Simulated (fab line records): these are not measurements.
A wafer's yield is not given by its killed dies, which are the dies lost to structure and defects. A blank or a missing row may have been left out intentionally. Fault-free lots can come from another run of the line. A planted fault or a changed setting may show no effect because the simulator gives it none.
Chamber matching    flow sky130    rie si-02 running SKY_FIELD_ISO_ETCH_17: 4 sister chambers
The step etches Si in HBr/Cl2/O2, target depth 342 nm, time 97.7 s. 4 wafers are shown with their chamber, then 7 later ones without.

== WAFERS PAIRED WITH THEIR CHAMBERS ==
wafer   chamber  drypump motor current A (A)
L108.3  3        5.44
L119.1  1        5.39
L121.1  2        5.51
L121.2  0        5.42

== WAFERS WITH NO CHAMBER GIVEN ==
wafer   drypump motor current A (A)
L121.6  5.50
L123.1  5.35
L123.3  5.42
L123.6  5.43
L124.1  5.36
L124.4  5.46
L124.5  5.40

== WHICH CHAMBER EACH ONE RAN IN ==
wafer   from the rows above           in truth
L121.6  2                             2
L123.1  can't be placed: 1 or 0       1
L123.3  can't be placed: 0 or 3 or 1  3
L123.6  can't be placed: 0 or 3 or 1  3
L124.1  can't be placed: 1 or 0       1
L124.4  can't be placed: 3 or 0 or 2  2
L124.5  can't be placed: 1 or 0 or 3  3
Correct placement for 1 of the 7. Can't be placed from these rows: 6 (the true chamber is among the candidates in 6). Wrongly placed: 0.
How it was worked out, from the rows above alone: a wafer's distance from a chamber is the root of the sum, over the readings, of the square of ((its reading less the chamber's mean) divided by the reading's scatter). If the next closest chamber is less than 2 further off than the closest, the wafer can't be placed; otherwise it belongs to the closest. For every chamber, the mean is computed from those of its wafers that are shown. The scatter (one wafer shown for each chamber): square how far every hidden wafer sits from the nearest shown wafer, average those squares and take the square root.
